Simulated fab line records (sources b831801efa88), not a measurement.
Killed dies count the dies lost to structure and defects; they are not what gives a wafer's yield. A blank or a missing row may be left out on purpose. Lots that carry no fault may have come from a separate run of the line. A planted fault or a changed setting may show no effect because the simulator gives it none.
fab line records	flow sky130
record lots=5	wafers=15	lastDay=49
route steps=708 shown VIA1@472 METAL2@483 PAD_OPEN@708
lots with no fault: from the same line, run without faults
startH: hours from the record's opening day to when the first of the lot's shown wafers began	waitH: hours since the lot's step before	" the same as in the row above	L1.1+2: several wafers, shown together as one row	- no value, or no start given	* or withheld: withheld	< > ~ a bound
route shown NAME@n: names a module that has steps shown in the file, with the first one's number in the route	usual: average and standard deviation across the fault-free wafers	same: alike in all rows	chamber/n: place in a boat	sites: the reading at each site	_std_site: the values' standard deviation	_edge_site: inner sites' mean taken away from outer sites' mean	radiusMm: how far each site lies from the wafer's centre	mask NAME#n: copy n	behind: the last tool/chamber to shape the wafer	hold: why the lot was held/for how many hours/how that ended	device: whichever transistor did not switch (one of n, p or np)	end of line: the tests these same wafers got at the end of their route	step lacking rows: just its recipe	killed: not the wafer's yield, but the dies lost to structure and defects at the first sort	map: a wafer's dies, marking killed ones x, the rest . and places with no die _
set.NAME: the setting as run; set.NAME@STEP: as run at that earlier step	model.NAME: the simulator's own value behind a step, which no gauge read
lots at selected steps of the route; one table per step, one row per wafer
services: when a tool's chamber went out of use (startH, in hours from the record's first day, below 0 if earlier), for how many hours, and the reason
## steps
# step SKY_VIA1_ETCH_14
# recipe chemistry=N2/H2	target=BARC	ionEnergyEv=200	sourceW=500	biasW=100	pressureMtorr=30	n2FlowSccm=100	h2FlowSccm=200	stopOn=SiO2	timeS=45.9	targetDepthA=600
# usual biasW=100.0/0.31	drypumpMotorCurrentA=5.8/0.48	oesProductAu=0.855/0.0043	throttleValvePct=13.224/0.0082
lot.wafer	tool	chamber	startH	waitH	biasW	drypumpMotorCurrentA	oesProductAu	rfHoursCounterH	throttleValvePct
L450.4	rieDiel-02	0	782.64	0.0	99.6	5.8	0.858	3	13.220
L450.5	"	1	"	"	100.7	5.0	0.858	-	13.227
L450.6	"	2	"	"	100.2	5.7	0.855	-	13.225
L460.2	rieDiel-02	1	868.53	0.0	99.6	5.0	0.860	12	13.208
L460.3	"	0	"	"	100.1	5.7	0.854	6	13.221
L460.5	"	3	"	"	100.0	5.6	0.859	-	13.239
L462.1	rieDiel-01	2	893.53	0.0	99.9	5.8	0.856	10	13.232
L462.2	"	1	"	"	99.8	5.1	0.857	25	13.229
L462.3	"	3	"	"	100.3	6.1	0.851	11	13.219
L468.2	rieDiel-01	1	933.75	0.0	99.6	5.0	0.852	26	13.216
L468.3	"	3	"	"	100.0	6.1	0.856	12	13.225
L468.4	"	1	"	"	100.2	5.0	0.848	-	13.206
L469.3	rieDiel-01	2	938.06	0.0	99.9	5.8	0.851	11	13.224
L469.5	"	0	"	"	100.1	6.0	0.854	-	13.227
L469.6	"	3	"	"	99.6	6.1	0.858	-	13.222
# step SKY_VIA1_ETCH_15
# recipe target=SiO2	chemistry=C4F8/O2/Ar	targetDepthNm=351	stopOn=TiN	maskMaterial=KrF-thick	sourceW=1500	biasW=1200	pressureMtorr=40	c4f8FlowSccm=withheld	O2_flow_sccm=6	Ar_flow_sccm=300	timeS=54
# step SKY_VIA1_STRIP_16
# recipe chemistry=O2/N2	powerW=1400	pressureMtorr=1500	platenTempC=withheld	o2FlowSccm=3000	n2FlowSccm=300	overashFraction=0.5
# usual drypumpMotorCurrentA=5.7/0.54	oesProductAu=0.417/0.0047	stripTimeToEndpointS=4.475/0.02
lot.wafer	tool	chamber	startH	waitH	drypumpMotorCurrentA	oesProductAu	rfHoursCounterH	stripTimeToEndpointS
L450.4	plasmaAsher-04	1	782.77	0.1	5.2	0.426	-	4.461
L450.5	"	0	"	"	6.1	0.425	-	4.509
L450.6	"	1	"	"	5.2	0.418	-	4.489
L460.2	plasmaAsher-01	0	868.62	0.0	5.3	0.419	12	4.492
L460.3	"	0	"	"	5.3	0.410	-	4.486
L460.5	"	1	"	"	6.6	0.415	-	4.493
L462.1	plasmaAsher-01	0	893.62	0.0	5.3	0.421	14	4.487
L462.2	"	1	"	"	6.5	0.419	14	4.478
L462.3	"	1	"	"	6.6	0.418	-	4.493
L468.2	plasmaAsher-04	1	933.83	0.0	5.2	0.419	113	4.486
L468.3	"	0	"	"	6.1	0.413	-	4.495
L468.4	"	1	"	"	5.2	0.423	-	4.477
L469.3	plasmaAsher-04	0	938.19	0.1	6.1	0.418	-	4.454
L469.5	"	0	"	"	6.1	0.419	-	4.464
L469.6	"	1	"	"	5.2	0.415	-	4.459
# step SKY_VIA1_STRIP_17
# recipe chemistry=postEtchResidueRemover	timeS=1200	tempC=72.5
# step SKY_VIA1_CLEAN_18
# recipe chemistry=IPA	timeS=180	tempC=25
# step SKY_VIA1_CLEAN_19
# recipe chemistry=O3/DIW	dry=n2Spin
# step SKY_VIA1_SPUTTER_20
# recipe material=TiN	targetThkNm=20	chamberPressurePa=5	powerW=4000	timeS=80
# usual throttleValvePct=29.9/0.81
lot.wafer	tool	chamber	startH	waitH	throttleValvePct
L450.4	pvdSputter-02	-	783.32	0.0	31.3
L450.5	"	-	"	"	29.4
L450.6	"	-	"	"	29.8
L460.2	pvdSputter-03	-	869.22	0.0	30.8
L460.3	"	-	"	"	28.8
L460.5	"	-	"	"	30.8
L462.1	pvdSputter-03	-	894.23	0.0	29.3
L462.2	"	-	"	"	30.9
L462.3	"	-	"	"	29.0
L468.2	pvdSputter-02	-	934.47	0.0	29.5
L468.3	"	-	"	"	28.8
L468.4	"	-	"	"	31.2
L469.3	pvdSputter-03	-	938.75	0.0	30.7
L469.5	"	-	"	"	29.4
L469.6	"	-	"	"	28.7
# step SKY_VIA1_CVD_21
# recipe material=W	targetThkNm=270	timeS=80.902	tempC=400	pressureTorr=40
# usual heaterPowerW=853/46
lot.wafer	tool	chamber	startH	waitH	heaterPowerW
L450.4	cvdW-01	1	783.48	0.1	879
L450.5	"	1	"	"	921
L450.6	"	1	"	"	880
L460.2	cvdW-02	1	869.28	0.0	769
L460.3	"	1	"	"	779
L460.5	"	1	"	"	792
L462.1	cvdW-01	1	894.29	0.0	875
L462.2	"	0	"	"	894
L462.3	"	1	"	"	894
L468.2	cvdW-02	1	934.53	0.0	727
L468.3	"	1	"	"	742
L468.4	"	0	"	"	834
L469.3	cvdW-02	1	938.96	0.2	716
L469.5	"	0	"	"	829
L469.6	"	1	"	"	736
# step SKY_VIA1_RS_MEAS_22
# recipe thkMeasGauge=four-point-probe	reads=W_of_VIA1_CVD_21+TiN_of_VIA1_SPUTTER_20
# usual VIA1_W_RS=0.425/0.006
lot.wafer	tool	chamber	startH	waitH	VIA1_W_RS[ohm/sq]
L450.4	filmMetro-02	-	783.63	0.1	0.429
L450.5	"	-	"	"	0.425
L450.6	"	-	"	"	0.426
L460.2	filmMetro-02	-	869.39	0.1	0.426
L460.3	"	-	"	"	0.424
L460.5	"	-	"	"	0.421
L462.1	filmMetro-02	-	894.38	0.1	0.434
L462.2	"	-	"	"	0.430
L462.3	"	-	"	"	0.432
L468.2	filmMetro-04	-	934.64	0.1	0.425
L468.3	"	-	"	"	0.426
L468.4	"	-	"	"	0.419
L469.3	filmMetro-04	-	939.06	0.1	0.431
L469.5	"	-	"	"	0.419
L469.6	"	-	"	"	0.434
# step SKY_VIA1_THK_MEAS_23
# recipe thkMeasGauge=xrf	reads=W_of_VIA1_CVD_21
# usual VIA1_W_THK=266/4.5
lot.wafer	tool	chamber	startH	waitH	VIA1_W_THK[nm]
L450.4	filmMetro-02	-	783.72	0.1	266
L450.5	"	-	"	"	268
L450.6	"	-	"	"	270
L460.2	filmMetro-02	-	869.50	0.1	264
L460.3	"	-	"	"	265
L460.5	"	-	"	"	267
L462.1	filmMetro-02	-	894.50	0.1	262
L462.2	"	-	"	"	265
L462.3	"	-	"	"	262
L468.2	filmMetro-04	-	934.75	0.1	269
L468.3	"	-	"	"	267
L468.4	"	-	"	"	272
L469.3	filmMetro-04	-	939.16	0.1	265
L469.5	"	-	"	"	272
L469.6	"	-	"	"	262
# step SKY_VIA1_CMP_24
# recipe stopOn=SiO2	tOverpolishS=15	downForcePsi=3.5	platenRpm=60	targetThkNm=0	padVelocityMS=0.94248
# usual motorCurrentA=10.9/0.97	overpolishRunS=15.000/0.009	timeToEndpointS=67.6/2.7
lot.wafer	tool	chamber	startH	waitH	motorCurrentA	overpolishRunS	timeToEndpointS
L450.4	cmp-02	1	783.90	0.2	12.9	14.996	64.6
L450.5	"	2	"	"	11.0	15.005	67.9
L450.6	"	3	"	"	9.9	15.007	69.6
L460.3	cmp-02	3	869.55	0.0	10.2	15.002	69.7
L460.2	"	2	"	"	10.6	15.015	64.5
L460.5	"	3	"	"	10.2	15.004	64.7
L462.1	cmp-02	3	894.56	0.1	10.8	15.006	67.0
L462.2	"	0	"	"	11.3	14.993	68.7
L462.3	"	1	"	"	12.5	15.006	63.0
L468.3	cmp-02	0	934.80	0.0	10.5	15.006	70.8
L468.4	"	1	"	"	11.7	14.996	70.9
L468.2	"	3	"	"	10.2	14.982	68.3
L469.3	cmp-02	2	939.30	0.1	10.9	15.009	66.4
L469.5	"	0	"	"	10.8	15.004	69.8
L469.6	"	1	"	"	12.8	14.999	64.4
# step SKY_METAL2_SPUTTER_00
# recipe material=Ti	targetThkNm=15	powerW=3000	timeS=10	chamberPressurePa=0.4
# step SKY_METAL2_SPUTTER_01
# recipe material=TiN	targetThkNm=20	powerW=6500	timeS=16.7	chamberPressurePa=0.4
# usual throttleValvePct=30.0/1.2
lot.wafer	tool	chamber	startH	waitH	throttleValvePct	model.TiN_of_METAL2_SPUTTER_01.thkNm
L450.4	pvdSputter-04	-	784.07	0.0	28.4	20.23
L450.5	"	-	"	"	32.2	20.14
L450.6	"	-	"	"	30.4	20.12
L460.2	pvdSputter-04	-	869.87	0.0	31.4	19.77
L460.3	"	-	"	"	32.4	19.63
L460.5	"	-	"	"	31.1	31.04
L462.1	pvdSputter-02	-	894.88	0.0	28.5	19.93
L462.2	"	-	"	"	31.4	19.94
L462.3	"	-	"	"	29.6	19.92
L468.2	pvdSputter-03	-	935.12	0.0	30.7	19.86
L468.3	"	-	"	"	28.9	20.18
L468.4	"	-	"	"	29.4	20.11
L469.3	pvdSputter-03	-	939.53	0.0	29.5	20.18
L469.5	"	-	"	"	29.5	20.13
L469.6	"	-	"	"	28.6	20.22
# step SKY_METAL2_SPUTTER_02
# recipe material=AlCu	targetThkNm=250	powerW=10600	timeS=13.3	chamberPressurePa=0.4
# step SKY_PAD_OPEN_PROBE_99
# usual defectLimitedYield=82.7/2.1	killed_at_M0_to_M3=43/7.2	killed_at_M4_up=3.3/1.8	killedAtContacts=23/5.5	killedAtFrontEnd=16/5.1	killedAtOther=0.4/0.65	killedDies=85/10	killedOpen=46/7.1	killedShort=38/7.2	sort_bin_3_pad_short=0.9/0.41	sort_bin_5_function=10.2/1.5	sort_bin_6_memory=6.2/1.1	sortNPass=407/10	sortYieldPct=82.7/2.1
# same grossDies=492	killedAtBackSide=0	sort_bin_4_leakage[%]=0	sort_bin_8_speed[%]=0
lot.wafer	tool	chamber	startH	waitH	defectLimitedYield[%]	killed_at_M0_to_M3	killed_at_M4_up	killedAtContacts	killedAtFrontEnd	killedAtOther	killedDies	killedOpen	killedShort	sort_bin_3_pad_short[%]	sort_bin_5_function[%]	sort_bin_6_memory[%]	sortNPass	sortYieldPct[%]
L460.5	prober-01	-	1135.79	0.2	83.3	39	4	31	7	1	82	56	25	0.6	10.6	5.5	410	83.3
L468.2	prober-01	-	1179.62	0.1	81.9	44	4	23	18	0	89	53	36	0.6	9.8	7.7	403	81.9
L468.3	prober-01	-	1179.67	0.2	83.9	46	0	17	15	1	79	39	40	0.8	8.9	6.3	413	83.9
L468.4	prober-01	-	1179.72	0.2	81.7	41	4	26	19	0	90	54	36	0.8	8.5	8.9	402	81.7
L469.3	prober-02	-	1183.15	0.2	82.3	49	3	23	12	0	87	47	39	1.2	10.0	6.5	405	82.3
L469.5	prober-02	-	1183.25	0.2	84.3	39	5	20	13	0	77	40	37	0.4	10.2	5.1	415	84.3
L469.6	prober-02	-	1183.30	0.2	86.8	39	2	15	9	0	65	39	26	0.4	7.1	5.7	427	86.8
# killed by level:class
L460.5 CONTACT:geometricParticle:open=18 VIA1:geometricParticle:open=11 LI_CONTACT:geometricParticle:open=7 METAL2:geometricParticle:short=6 VIA2:geometricParticle:open=6 VIA3:geometricParticle:open=6 LOCAL_INTERCONNECT:geometricParticle:short=4 POLY_GATE:geometricParticle:open=2
L468.2 VIA1:geometricParticle:open=13 CONTACT:geometricParticle:open=10 LI_CONTACT:geometricParticle:open=9 VIA2:geometricParticle:open=7 METAL1:geometricParticle:short=6 FIELD_ISO:geometricParticle:open=5 VIA1:geometricParticle:short=5 VIA3:geometricParticle:open=5
L468.3 VIA1:geometricParticle:open=11 POLY_GATE:geometricParticle:short=6 LI_CONTACT:geometricParticle:open=6 METAL2:geometricParticle:short=6 FIELD_ISO:geometricParticle:open=5 VIA2:geometricParticle:open=5 VIA1:geometricParticle:short=5 VIA3:geometricParticle:open=5
L468.4 LI_CONTACT:geometricParticle:open=10 VIA3:geometricParticle:open=10 POLY_GATE:geometricParticle:short=8 CONTACT:geometricParticle:open=8 VIA1:geometricParticle:open=8 VIA2:geometricParticle:open=6 FIELD_ISO:geometricParticle:open=5 LOCAL_INTERCONNECT:geometricParticle:short=4
L469.3 VIA1:geometricParticle:open=19 METAL1:geometricParticle:short=9 CONTACT:geometricParticle:short=9 VIA3:geometricParticle:open=7 LI_CONTACT:geometricParticle:open=5 CONTACT:geometricParticle:open=5 FIELD_ISO:geometricParticle:short=4 POLY_GATE:geometricParticle:open=4
L469.5 VIA1:geometricParticle:open=11 CONTACT:geometricParticle:open=6 METAL1:geometricParticle:short=6 VIA2:geometricParticle:open=6 POLY_GATE:geometricParticle:short=5 LI_CONTACT:geometricParticle:open=5 CONTACT:geometricParticle:short=5 VIA3:geometricParticle:short=4
L469.6 VIA1:geometricParticle:open=10 VIA2:geometricParticle:open=8 VIA3:geometricParticle:open=8 CONTACT:geometricParticle:open=5 POLY_GATE:geometricParticle:short=4 CONTACT:geometricParticle:short=4 METAL1:geometricParticle:short=4 VIA1:geometricParticle:short=4
## services
tool	chamber	startH	hours	kind
plasmaAsher-01	-	772.12	1.7	repair
plasmaAsher-01	-	784.90	2.1	repair
plasmaAsher-04	-	793.98	1.0	repair
rieDiel-02	-	799.46	1.2	repair
pvdSputter-02	-	802.27	2.4	repair
cvdW-02	0	811.66	13.0	repair
rieDiel-01	1	832.77	18.1	repair
plasmaAsher-01	-	837.05	2.1	repair
rieDiel-01	-	837.55	4.0	pm
rieDiel-02	2	838.16	132.0	repair
rieDiel-01	-	842.88	15.6	pm
pvdSputter-03	-	845.99	1.8	repair
plasmaAsher-04	-	846.12	0.6	repair
pvdSputter-03	-	860.65	6.5	repair
pvdSputter-02	-	874.80	1.0	repair
rieDiel-01	0	888.72	12.8	repair
rieDiel-01	3	903.81	2.4	repair
cvdW-02	-	904.00	14.0	pm
cmp-02	-	912.00	4.0	pm
rieDiel-01	1	912.42	3.0	repair
pvdSputter-03	-	915.60	8.7	repair
rieDiel-01	1	916.68	2.7	repair
rieDiel-01	2	930.07	5.0	repair
rieDiel-01	1	936.56	8.7	repair
## key
firstSign none at tools or gauges
modelEffect step=SKY_METAL2_SPUTTER_01	value=TiN_of_METAL2_SPUTTER_01.thkNm	without=19.68	struck=31.04
metAt SKY_METAL2_SPUTTER_01
struckWafers L460.5
onsetBetween 784.07 869.87
fault kind=processParameterDrift	tool=pvdSputter-04	chamber=-	onsetH=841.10	steps=SKY_METAL2_SPUTTER_01	channel=timeS	offset=*	shape=step	endH=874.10	scope=struckWafersOnly	actsIn=*	stated=*
